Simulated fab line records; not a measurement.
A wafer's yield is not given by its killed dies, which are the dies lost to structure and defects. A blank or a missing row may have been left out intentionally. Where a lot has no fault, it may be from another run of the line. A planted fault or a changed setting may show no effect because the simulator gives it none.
Split-lot study -- flow sky130 -- route with 708 steps; 5 lots, 27 wafers read

## ABOUT THE SPLIT
At SKY_LOCAL_INTERCONNECT_ETCH_13 (etches BARC in N2/H2, stops on SiO2, time 45.9 s, target depth 60 nm), the setting timeS was moved away from the recipe's 45.9 s on 12 of the 27 wafers read, by -41.8% to +56.2%. This setting was run at the recipe's value on the other wafers.

## BETWEEN THE SPLIT AND THE READING: the file shows 1 step in between
- SKY_LOCAL_INTERCONNECT_METAL_ETCH_14: etches TiN in Cl2/BCl3, stops on PSG, target depth 110 nm, time 31.4 s

## THE READING
oesProductAu, in a.u., at SKY_LOCAL_INTERCONNECT_STRIP_15 (strips in O2/N2). Fault-free wafers of this fab line usually give 0.424 a.u., standard deviation 0.0052 a.u.

wafer,"tool, chamber at the split","timeS as run, s",against the recipe,"oesProductAu, a.u.",against lot-mates on the recipe
L074.1,"rieMetal-01, 1",45.9,recipe,0.421,-
L074.2,"rieMetal-01, 0",71.44,+55.6%,0.407,-0.014
L074.3,"rieMetal-01, 1",71.44,+55.6%,0.400,-0.021
L074.4,"rieMetal-01, 0",45.9,recipe,0.416,-
L074.5,"rieMetal-01, 1",71.44,+55.6%,0.407,-0.014
L074.6,"rieMetal-01, 0",45.9,recipe,0.425,-
L076.3,"rieMetal-03, 0",45.9,recipe,0.429,-
L076.4,"rieMetal-03, 1",45.9,recipe,0.423,-
L076.5,"rieMetal-03, 0",45.9,recipe,0.423,-
L081.1,"rieMetal-02, 0",26.71,-41.8%,0.427,+0.003
L081.2,"rieMetal-02, 1",26.71,-41.8%,0.434,+0.010
L081.3,"rieMetal-02, 1",26.71,-41.8%,0.429,+0.005
L081.4,"rieMetal-02, 0",45.9,recipe,0.425,-
L081.5,"rieMetal-02, 0",45.9,recipe,0.425,-
L081.6,"rieMetal-02, 1",45.9,recipe,0.422,-
L082.1,"rieMetal-03, 0",71.68,+56.2%,0.413,-0.013
L082.2,"rieMetal-03, 1",71.68,+56.2%,0.413,-0.013
L082.3,"rieMetal-03, 0",45.9,recipe,0.418,-
L082.4,"rieMetal-03, 1",45.9,recipe,0.428,-
L082.5,"rieMetal-03, 1",45.9,recipe,0.431,-
L082.6,"rieMetal-03, 0",71.68,+56.2%,0.413,-0.013
L084.1,"rieMetal-02, 1",45.9,recipe,0.426,-
L084.2,"rieMetal-02, 1",27.35,-40.4%,0.434,+0.012
L084.3,"rieMetal-02, 1",45.9,recipe,0.423,-
L084.4,"rieMetal-02, 1",27.35,-40.4%,0.432,+0.010
L084.5,"rieMetal-02, 1",27.35,-40.4%,0.434,+0.012
L084.6,"rieMetal-02, 1",45.9,recipe,0.418,-

THE FIT
A straight line over all 27 wafers: oesProductAu changes by -0.000238 a.u. for each +1% of timeS; r = -0.88; the points scatter about the line by 0.0042 a.u.
The same after taking each lot's own level away (the mean of its wafers on the recipe; 27 wafers): -0.000237 a.u. for each +1%; r = -0.91; scatter 0.0036 a.u.
According to that fit, moving timeS by its largest amount changes the reading by 0.013 a.u.
Measured against the standard deviation above, the lots' own levels, which go from 0.4207 to 0.4257 a.u., span 1.0 times it.
Hence the lot-to-lot level has little effect on the slope; both slopes agree.
Check: for one of the wafers moved furthest among these (+56.2%), held out of the fit, the line's prediction against its lot-mates is -0.014 a.u. It came out at -0.0127 a.u. against them.
Tool readings at the split's step, against how far the setting was moved: oesProductAu r = -0.93.

## ADDITIONAL SPLITS CARRIED BY THESE WAFERS
These wafers also went through other splits before the reading. Each is held against what the fit with the lots' levels taken away leaves over:
other split on the same wafers,wafers away from the commonest value,r with oesProductAu (lot level and that fit taken away)
SKY_SONOS_ONO_ETCH_15 timeS,6,-0.13
SKY_POLY_GATE_DEVELOP_12 developTimeS,9,-0.05
SKY_LDD_P_DEVELOP_06 developTimeS,9,+0.11
SKY_POLY_CUT_DEVELOP_07 developTimeS,9,+0.06

## THE WHOLE CHAIN: every reading that the file lists as answering this split, in the file's order
step,what it does,reading,change (the file's fit),r (the file's)
SKY_LOCAL_INTERCONNECT_ETCH_13,"etches BARC in N2/H2, stops on SiO2, time 45.9 s, target depth 60 nm",oesProductAu,-0.00201 a.u. for each +1% of the setting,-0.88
SKY_LOCAL_INTERCONNECT_ETCH_13,"etches BARC in N2/H2, stops on SiO2, time 45.9 s, target depth 60 nm","KrF-thick_of_LOCAL_INTERCONNECT_COAT_06.thkNm (the simulator's own value, which no gauge read)",-0.445 nm for each +1% of the setting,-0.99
SKY_LOCAL_INTERCONNECT_ETCH_13,"etches BARC in N2/H2, stops on SiO2, time 45.9 s, target depth 60 nm","SiO2_of_SONOS_ONO_CVD_04.thkNm (the simulator's own value, which no gauge read)","not straight: 4.037 at the lowest setting, 4.123 at the recipe, 3.237 at the highest",not given
SKY_LOCAL_INTERCONNECT_METAL_ETCH_14,"etches TiN in Cl2/BCl3, stops on PSG, target depth 110 nm, time 31.4 s",oesProductAu,"not straight: 0.372 at the lowest setting, 0.942 at the recipe, 0.937 at the highest",not given
SKY_LOCAL_INTERCONNECT_METAL_ETCH_14,"etches TiN in Cl2/BCl3, stops on PSG, target depth 110 nm, time 31.4 s","KrF-thick_of_LOCAL_INTERCONNECT_COAT_06.thkNm (the simulator's own value, which no gauge read)",-0.458 nm for each +1% of the setting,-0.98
SKY_LOCAL_INTERCONNECT_METAL_ETCH_14,"etches TiN in Cl2/BCl3, stops on PSG, target depth 110 nm, time 31.4 s","LOCAL_INTERCONNECT.cdNm (the simulator's own value, which no gauge read)",-0.105 nm for each +1% of the setting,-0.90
SKY_LOCAL_INTERCONNECT_STRIP_15,strips in O2/N2,oesProductAu,-0.000241 a.u. for each +1% of the setting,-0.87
SKY_LOCAL_INTERCONNECT_STRIP_15,strips in O2/N2,stripTimeToEndpointS,withheld for each +1% of the setting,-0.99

## THE FILE'S OWN FIT
oesProductAu changes by -0.000241 a.u. for each +1% of timeS, r = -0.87.
